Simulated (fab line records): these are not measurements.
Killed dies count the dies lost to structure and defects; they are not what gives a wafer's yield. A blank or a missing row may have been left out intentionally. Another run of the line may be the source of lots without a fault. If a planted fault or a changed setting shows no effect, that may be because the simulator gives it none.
Which tool did it? ; flow sky130 ; Sampling: 13 lots, 39 wafers, 2 of 708 route steps

WHAT THE GAUGES SHOWED, per wafer
SKY_VIA4_THK_MEAS_01. Usual: VIA4_HDPCVD_THK 1731 nm, standard deviation 19.
lot;measured;on;VIA4_HDPCVD_THK (nm);flag
L218;day 41 20:06;film metro-01;1761 1765 1753;
L219;day 42 02:55;film metro-02;1728 1719 1755;
L220;day 42 11:20;film metro-04;1695 1745 1705;
L221;day 42 21:16;film metro-04;1735 1746 1729;
L222;day 43 08:41;film metro-01;1717 1702 1736;
L223;day 43 11:22;film metro-01;1769 1737 1723;
L224;day 43 18:25;film metro-02;1718 1691 1735;
L225;day 44 01:23;film metro-04;1742 1734 1726;
L227;day 44 21:22;film metro-02;1750 1738 1739;
L228;day 44 20:52;film metro-01;1753 1766 1737;
L229;day 45 03:34;film metro-02;1704 1733 1750;
L232;day 46 06:56;film metro-04;1736 1765 1749;
L236;day 46 21:35;film metro-01;1744 1745 1743;

TOOL THAT RAN EACH LOT (tool first, then ch and the chambers of the sampled wafers, then the start)
lot;SKY_CONTACT_CMP_27
L218;cmp-02 ch 1,2, day 31 13:16
L219;cmp-02 ch 0,1,3, day 31 21:20
L220;cmp-02 ch 1,3, day 32 07:49
L221;cmp-02 ch 1,2,3, day 32 20:33
L222;cmp-01 ch 0,1, day 33 11:13
L223;cmp-02 ch 1,3, day 33 12:20
L224;cmp-02 ch 0,3, day 33 19:09
L225;cmp-01 ch 0,1,2, day 34 02:47
L227;cmp-01 ch 0,1,3, day 35 01:05
L228;cmp-02 ch 0,3, day 35 01:29
L229;cmp-01 ch 1,2,3, day 35 10:25
L232;cmp-02 ch 0,2,3, day 36 20:14
L236;cmp-02 ch 0,1,2, day 37 17:01
- SKY_CONTACT_CMP_27: polishes, stops on SiO2, t overpolish 15 s, target thk 0 nm.

AS READ BY THE TOOLS THEMSELVES (means over the sampled wafers that have a number; for cases with no such wafer, the mark the record gives instead)
SKY_CONTACT_CMP_27. Usual: motor current A 11.2 A, standard deviation 0.89; overpolish run s 15.000 s, standard deviation 0.0092; time to endpoint s 81 s, standard deviation 3.8.
lot;tool;motor current A (A);overpolish run s (s);time to endpoint s (s);flag
L218;cmp-02;11.9;14.992;77;
L219;cmp-02;11.2;14.999;79;
L220;cmp-02;11.6;15.004;80;
L221;cmp-02;11.9;14.998;80;
L222;cmp-01;10.8;15.000;83;
L223;cmp-02;12.0;15.012;81;
L224;cmp-02;10.5;14.997;83;
L225;cmp-01;10.6;15.008;86;
L227;cmp-01;11.5;14.998;83;
L228;cmp-02;10.6;14.993;81;
L229;cmp-01;11.2;15.009;81;
L232;cmp-02;11.3;14.994;79;
L236;cmp-02;11.5;14.996;82;

THE ANSWER, worked out from the rows above alone
Rule: lot off if the mean of its wafers having a number is beyond 3 standard deviations from the usual mean. Also off: a lot with no number at a reading for which 4 or more lots have one. All remaining lots with rows at the step are treated as sound. First the gauges in route order, then the tools' own readings, where a lot's mean is used as printed above. The first step at which some lot is off is used, and at that step the reading that is off furthest; a lot without a number counts as furthest.
Nothing can be told from this: no lot is off at any reading shown.

WHAT WAS PUT IN BY THE SIMULATOR
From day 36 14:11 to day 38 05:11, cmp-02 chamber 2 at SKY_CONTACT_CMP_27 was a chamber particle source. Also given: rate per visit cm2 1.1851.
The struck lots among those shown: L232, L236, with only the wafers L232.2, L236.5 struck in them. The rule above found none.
